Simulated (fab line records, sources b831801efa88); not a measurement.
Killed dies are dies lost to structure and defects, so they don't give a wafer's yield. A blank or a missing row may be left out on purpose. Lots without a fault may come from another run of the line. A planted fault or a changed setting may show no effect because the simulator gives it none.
Which tool did it? | flow gf180mcu | 6 lots, 18 wafers sampled, at 2 steps of a route of 602

WHAT THE GAUGES READ, wafer by wafer
GF_POLY_GATE_THK_MEAS_01.
lot  | measured     | on            | POLY_GATE_CVD_00_THK (nm)
L846 | day 9 00:00  | film_metro-03 | 201.1 202.2 200.5
L848 | day 9 14:17  | film_metro-03 | 203.8 204.6 203.1
L851 | day 10 17:26 | film_metro-01 | 202.7 201.8 199.4
L862 | day 13 15:56 | film_metro-03 | 201.4 202.0 200.9
L864 | day 14 06:19 | film_metro-01 | 198.5 197.6 199.4
L866 | day 14 18:11 | film_metro-03 | 199.9 199.3 201.4

WHICH TOOL RAN EACH LOT (tool, then ch and the chambers of the sampled wafers, then the start)
lot  | GF_POLY_GATE_CVD_00
L846 | lpcvd-01 ch 1, day 8 22:40
L848 | lpcvd-01 ch 0, day 9 12:57
L851 | lpcvd-02 ch 0, day 10 16:07
L862 | lpcvd-02 ch 0, day 13 13:55
L864 | lpcvd-02 ch 0, day 14 04:19
L866 | lpcvd-02 ch 0, day 14 16:50
- GF_POLY_GATE_CVD_00: deposits poly-Si, target thk 200 nm, time 1200 s.

THE ANSWER, worked out from the rows above alone
Rule: what is usual is taken from the lots themselves. Put in order of their means at a reading, lots are off if they are a third of the lots or fewer, leave a main group of 4 or more, and stand apart from it by a gap of 3 or more times the standard deviation of the main group's means; of several such gaps the widest counts. A main group whose means are all the same, to the digits that the tables above print for the reading, isn't used. A lot without any number at a reading at which 4 lots or more have one is off too. The other lots that the step has rows for count as sound.
No lot is off at any reading shown: from this, nothing can be told.

WHAT THE SIMULATOR HAD PUT IN
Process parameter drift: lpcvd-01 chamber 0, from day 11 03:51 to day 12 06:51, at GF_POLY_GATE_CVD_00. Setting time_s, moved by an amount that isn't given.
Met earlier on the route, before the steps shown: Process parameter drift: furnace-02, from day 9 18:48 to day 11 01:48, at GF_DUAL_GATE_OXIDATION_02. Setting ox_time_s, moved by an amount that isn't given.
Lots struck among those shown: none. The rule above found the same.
